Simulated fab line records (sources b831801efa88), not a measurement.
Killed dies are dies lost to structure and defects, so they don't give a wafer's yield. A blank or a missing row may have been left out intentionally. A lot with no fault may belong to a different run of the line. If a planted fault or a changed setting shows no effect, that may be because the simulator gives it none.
Chamber matching || flow sky130 || cmp-02 running SKY_VIA3_CMP_02: 4 sister chambers
The step polishes SiO2. 8 wafers are shown with their chamber, then 8 later ones without.

## EACH WAFER AND ITS CHAMBER
{"wafer": "L971.2", "chamber": 3, "motor current A (A)": 12.4}
{"wafer": "L973.1", "chamber": 0, "motor current A (A)": 12.9}
{"wafer": "L976.1", "chamber": 3, "motor current A (A)": 12.1}
{"wafer": "L976.3", "chamber": 1, "motor current A (A)": 14.4}
{"wafer": "L981.1", "chamber": 2, "motor current A (A)": 12.6}
{"wafer": "L981.2", "chamber": 0, "motor current A (A)": 12.4}
{"wafer": "L981.4", "chamber": 1, "motor current A (A)": 13.1}
{"wafer": "L982.1", "chamber": 2, "motor current A (A)": 13.4}

## WAFERS WITHOUT THEIR CHAMBER
{"wafer": "L982.3", "motor current A (A)": 13.0}
{"wafer": "L982.5", "motor current A (A)": 12.5}
{"wafer": "L983.1", "motor current A (A)": 13.6}
{"wafer": "L983.2", "motor current A (A)": 12.2}
{"wafer": "L983.6", "motor current A (A)": 12.6}
{"wafer": "L985.2", "motor current A (A)": 12.3}
{"wafer": "L985.3", "motor current A (A)": 12.5}
{"wafer": "L985.5", "motor current A (A)": 12.2}

## WHICH CHAMBER EACH WENT THROUGH
{"wafer": "L982.3", "from the rows above": "can't be placed: 2 or 0 or 1 or 3", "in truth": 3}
{"wafer": "L982.5", "from the rows above": "can't be placed: 0 or 3 or 2 or 1", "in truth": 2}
{"wafer": "L983.1", "from the rows above": "can't be placed: 1 or 2 or 0", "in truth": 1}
{"wafer": "L983.2", "from the rows above": "can't be placed: 3 or 0 or 2", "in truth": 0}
{"wafer": "L983.6", "from the rows above": "can't be placed: 0 or 3 or 2 or 1", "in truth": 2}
{"wafer": "L985.2", "from the rows above": "can't be placed: 3 or 0 or 2", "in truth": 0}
{"wafer": "L985.3", "from the rows above": "can't be placed: 0 or 3 or 2 or 1", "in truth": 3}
{"wafer": "L985.5", "from the rows above": "can't be placed: 3 or 0 or 2", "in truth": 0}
Correctly placed: 0 of 8. From these rows, 8 cannot be placed; in 8 the true chamber is one of the candidates. Wrongly placed: 0.
How it was worked out, from the rows above alone: a wafer's distance from a chamber is the root of the sum, over the readings, of the square of ((its reading less the chamber's mean) divided by the reading's scatter). If the next closest chamber is less than 2 further off than the closest, the wafer can't be placed; otherwise it belongs to the closest. The mean given for a chamber averages the wafers shown for that chamber. How the scatter is found: for the shown wafers, subtract from each reading the mean of its chamber, square and add these, divide the total by (wafers less chambers), then take the root.
